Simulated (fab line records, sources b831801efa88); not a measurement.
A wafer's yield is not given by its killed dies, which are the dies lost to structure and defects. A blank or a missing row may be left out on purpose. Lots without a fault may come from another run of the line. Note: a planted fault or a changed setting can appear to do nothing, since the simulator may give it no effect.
Which of the tools did it? :: flow sky130 :: 14 lots with 42 wafers sampled at 4 steps, on a route of 708 steps

WHAT THE GAUGES READ, wafer by wafer
SKY_VIA3_OVL_MEAS_13. Usual: VIA3_OVL typically reads 1 nm, with standard deviation 5.1.
lot: L859
measured: day 41 04:01
on: overlay-01
VIA3_OVL (nm): 7 6 6
flag: 

lot: L857
measured: day 41 09:01
on: overlay-02
VIA3_OVL (nm): 0 3 0
flag: 

lot: L858
measured: day 41 13:04
on: overlay-02
VIA3_OVL (nm): 5 -3 3
flag: 

lot: L860
measured: day 41 22:56
on: overlay-02
VIA3_OVL (nm): 2 5 6
flag: 

lot: L862
measured: day 42 01:26
on: overlay-01
VIA3_OVL (nm): -3 -5 0
flag: 

lot: L863
measured: day 42 09:17
on: overlay-02
VIA3_OVL (nm): 4 3 3
flag: 

lot: L868
measured: day 43 15:31
on: overlay-02
VIA3_OVL (nm): 2 -7 -2
flag: 

lot: L869
measured: day 43 19:31
on: overlay-01
VIA3_OVL (nm): 0 2 -2
flag: 

lot: L872
measured: day 44 17:29
on: overlay-02
VIA3_OVL (nm): 7 6 1
flag: 

lot: L873
measured: day 44 21:38
on: overlay-01
VIA3_OVL (nm): -4 -9 -3
flag: 

lot: L874
measured: day 45 03:52
on: overlay-01
VIA3_OVL (nm): 10 6 8
flag: 

lot: L875
measured: day 45 15:29
on: overlay-02
VIA3_OVL (nm): -7 -2 0
flag: 

lot: L876
measured: day 45 19:29
on: overlay-01
VIA3_OVL (nm): 5 1 -1
flag: 

lot: L877
measured: day 45 23:16
on: overlay-01
VIA3_OVL (nm): 5 9 5
flag: 

SKY_VIA4_OVL_MEAS_11. Usual: VIA4_OVL typically reads 0.3 nm, with standard deviation 1.1.
lot: L859
measured: day 44 05:59
on: overlay-02
VIA4_OVL (nm): 0.3 0.6 1.5
flag: 

lot: L857
measured: day 44 10:16
on: overlay-02
VIA4_OVL (nm): 0.4 -0.2 -0.4
flag: 

lot: L858
measured: day 44 14:04
on: overlay-02
VIA4_OVL (nm): -0.3 -0.8 0.1
flag: 

lot: L860
measured: day 44 20:49
on: overlay-01
VIA4_OVL (nm): -0.7 -1.7 -1.1
flag: 

lot: L868
measured: day 46 11:54
on: overlay-01
VIA4_OVL (nm): -0.2 -0.4 0.1
flag: 

lot: L869
measured: day 46 16:25
on: overlay-02
VIA4_OVL (nm): 0.7 0.7 1.2
flag: 

lot: L872
measured: day 47 13:18
on: overlay-01
VIA4_OVL (nm): 2.7 0.0 1.2
flag: 

lot: L873
measured: day 47 16:42
on: overlay-01
VIA4_OVL (nm): 0.4 -0.6 2.1
flag: 

lot: L874
measured: day 47 21:39
on: overlay-01
VIA4_OVL (nm): -1.7 -0.7 -0.3
flag: 

lot: L875
measured: day 48 09:10
on: overlay-01
VIA4_OVL (nm): 1.9 1.0 -0.6
flag: 

lot: L876
measured: day 48 12:49
on: overlay-01
VIA4_OVL (nm): 0.9 -0.1 -1.4
flag: 

lot: L877
measured: day 48 15:29
on: overlay-01
VIA4_OVL (nm): 1.0 2.4 1.0
flag: 

WHAT TOOL EACH LOT RAN ON (gives the tool, then ch and the chambers of the sampled wafers, and finally the start)
lot: L859
SKY_VIA3_ETCH_14: rie diel-04 ch 0,1,2, day 41 04:03
SKY_METAL4_DEVELOP_12: litho track-02 ch 0, day 43 05:00

lot: L857
SKY_VIA3_ETCH_14: rie diel-04 ch 0,2, day 41 09:04
SKY_METAL4_DEVELOP_12: litho track-04 ch 0, day 43 11:00

lot: L858
SKY_VIA3_ETCH_14: rie diel-01 ch 0,2,3, day 41 13:07
SKY_METAL4_DEVELOP_12: litho track-03 ch 0, day 43 14:00

lot: L860
SKY_VIA3_ETCH_14: rie diel-03 ch 0,1,2, day 41 22:58
SKY_METAL4_DEVELOP_12: litho track-03 ch 0, day 43 21:00

lot: L862
SKY_VIA3_ETCH_14: rie diel-03 ch 2,3, day 42 01:27
SKY_METAL4_DEVELOP_12: litho track-03, day 44 01:00

lot: L863
SKY_VIA3_ETCH_14: rie diel-04 ch 1,2,3, day 42 09:19
SKY_METAL4_DEVELOP_12: litho track-03, day 44 08:00

lot: L868
SKY_VIA3_ETCH_14: rie diel-04 ch 1,2,3, day 43 15:33
SKY_METAL4_DEVELOP_12: litho track-02 ch 0, day 45 12:00

lot: L869
SKY_VIA3_ETCH_14: rie diel-01 ch 0,1, day 43 19:33
SKY_METAL4_DEVELOP_12: litho track-03 ch 0, day 45 16:00

lot: L872
SKY_VIA3_ETCH_14: rie diel-01 ch 0,1,3, day 44 17:31
SKY_METAL4_DEVELOP_12: litho track-03 ch 0, day 46 14:00

lot: L873
SKY_VIA3_ETCH_14: rie diel-03 ch 0,1,3, day 44 21:40
SKY_METAL4_DEVELOP_12: litho track-02 ch 0, day 46 18:00

lot: L874
SKY_VIA3_ETCH_14: rie diel-01 ch 0,1,2, day 45 03:54
SKY_METAL4_DEVELOP_12: litho track-02 ch 0, day 47 00:00

lot: L875
SKY_VIA3_ETCH_14: rie diel-04 ch 0,1,3, day 45 15:31
SKY_METAL4_DEVELOP_12: litho track-02 ch 0, day 47 11:00

lot: L876
SKY_VIA3_ETCH_14: rie diel-01 ch 1,2,3, day 45 19:30
SKY_METAL4_DEVELOP_12: litho track-02 ch 0, day 47 15:00

lot: L877
SKY_VIA3_ETCH_14: rie diel-03 ch 0,1,2, day 45 23:18
SKY_METAL4_DEVELOP_12: litho track-03 ch 0, day 47 18:00
- SKY_VIA3_ETCH_14: etches BARC in N2/H2, stops on SiO2, time 45.9 s, target depth 60 nm.
- SKY_METAL4_DEVELOP_12: develop time 60 s.

WHAT THE TOOLS THEMSELVES READ (means of the sampled wafers that have a number; where no wafer has one, the mark that the record gives instead)
SKY_VIA3_ETCH_14. Usual: drypump motor current A 5.9 A, standard deviation 0.42; n2 flow sccm 100.0 sccm, standard deviation 0.31; oes product au 0.855 a.u., standard deviation 0.0053; throttle valve pct 13.224 %, standard deviation 0.0093.
lot: L859
tool: rie diel-04
drypump motor current A (A): 5.7
n2 flow sccm (sccm): 100.1
oes product au (a.u.): 0.851
throttle valve pct (%): 13.226
flag: 

lot: L857
tool: rie diel-04
drypump motor current A (A): 6.0
n2 flow sccm (sccm): 100.3
oes product au (a.u.): 0.856
throttle valve pct (%): 13.221
flag: 

lot: L858
tool: rie diel-01
drypump motor current A (A): 5.7
n2 flow sccm (sccm): 100.0
oes product au (a.u.): 0.856
throttle valve pct (%): 13.226
flag: 

lot: L860
tool: rie diel-03
drypump motor current A (A): 6.2
n2 flow sccm (sccm): 100.1
oes product au (a.u.): 0.852
throttle valve pct (%): 13.232
flag: 

lot: L862
tool: rie diel-03
drypump motor current A (A): 6.4
n2 flow sccm (sccm): 100.2
oes product au (a.u.): 0.852
throttle valve pct (%): 13.226
flag: 

lot: L863
tool: rie diel-04
drypump motor current A (A): 5.9
n2 flow sccm (sccm): 100.0
oes product au (a.u.): 0.853
throttle valve pct (%): 13.217
flag: 

lot: L868
tool: rie diel-04
drypump motor current A (A): 5.9
n2 flow sccm (sccm): 100.3
oes product au (a.u.): 0.849
throttle valve pct (%): 13.230
flag: 

lot: L869
tool: rie diel-01
drypump motor current A (A): 6.2
n2 flow sccm (sccm): 100.2
oes product au (a.u.): 0.852
throttle valve pct (%): 13.228
flag: 

lot: L872
tool: rie diel-01
drypump motor current A (A): 5.8
n2 flow sccm (sccm): 100.1
oes product au (a.u.): 0.856
throttle valve pct (%): 13.223
flag: 

lot: L873
tool: rie diel-03
drypump motor current A (A): 6.1
n2 flow sccm (sccm): 100.0
oes product au (a.u.): 0.854
throttle valve pct (%): 13.226
flag: 

lot: L874
tool: rie diel-01
drypump motor current A (A): 6.0
n2 flow sccm (sccm): 99.9
oes product au (a.u.): 0.861
throttle valve pct (%): 13.234
flag: 

lot: L875
tool: rie diel-04
drypump motor current A (A): 5.7
n2 flow sccm (sccm): 99.7
oes product au (a.u.): 0.854
throttle valve pct (%): 13.227
flag: 

lot: L876
tool: rie diel-01
drypump motor current A (A): 5.6
n2 flow sccm (sccm): 100.3
oes product au (a.u.): 0.861
throttle valve pct (%): 13.228
flag: 

lot: L877
tool: rie diel-03
drypump motor current A (A): 6.2
n2 flow sccm (sccm): 99.8
oes product au (a.u.): 0.854
throttle valve pct (%): 13.213
flag: 

SKY_METAL4_DEVELOP_12. Usual: chill plate temp C at 23.01 C, with a standard deviation of 0.1.
lot: L859
tool: litho track-02
chill plate temp C (C): 22.98
flag: 

lot: L857
tool: litho track-04
chill plate temp C (C): 23.02
flag: 

lot: L858
tool: litho track-03
chill plate temp C (C): 22.93
flag: 

lot: L860
tool: litho track-03
chill plate temp C (C): 22.98
flag: 

lot: L862
tool: litho track-03
chill plate temp C (C): -
flag: OFF

lot: L863
tool: litho track-03
chill plate temp C (C): -
flag: OFF

lot: L868
tool: litho track-02
chill plate temp C (C): 23.07
flag: 

lot: L869
tool: litho track-03
chill plate temp C (C): 23.00
flag: 

lot: L872
tool: litho track-03
chill plate temp C (C): 22.90
flag: 

lot: L873
tool: litho track-02
chill plate temp C (C): 23.01
flag: 

lot: L874
tool: litho track-02
chill plate temp C (C): 22.92
flag: 

lot: L875
tool: litho track-02
chill plate temp C (C): 23.09
flag: 

lot: L876
tool: litho track-02
chill plate temp C (C): 22.96
flag: 

lot: L877
tool: litho track-03
chill plate temp C (C): 23.10
flag: 

THE ANSWER, worked out from the rows above alone
Rule: a lot counts as off when the mean over its wafers that have a number is more than 3 standard deviations away from the usual mean. A lot without any number at a reading at which 4 lots or more have one is off too. Any other lot the step has rows for is counted as sound. After the gauges, taken in route order, come the tools' own readings; for these a lot's mean is taken, as printed above. At the first step where some lot is off, the reading lying furthest off is the one used; lots without a number count as furthest.
Off: L862, L863, at SKY_METAL4_DEVELOP_12 (chill plate temp C). Without a number there: L862, L863.
A tool fits if, at that step or a process step before it, it ran every lot that is off, and no sound lot after the first of them. No candidate that was tried fits.

WHAT WAS PUT IN BY THE SIMULATOR
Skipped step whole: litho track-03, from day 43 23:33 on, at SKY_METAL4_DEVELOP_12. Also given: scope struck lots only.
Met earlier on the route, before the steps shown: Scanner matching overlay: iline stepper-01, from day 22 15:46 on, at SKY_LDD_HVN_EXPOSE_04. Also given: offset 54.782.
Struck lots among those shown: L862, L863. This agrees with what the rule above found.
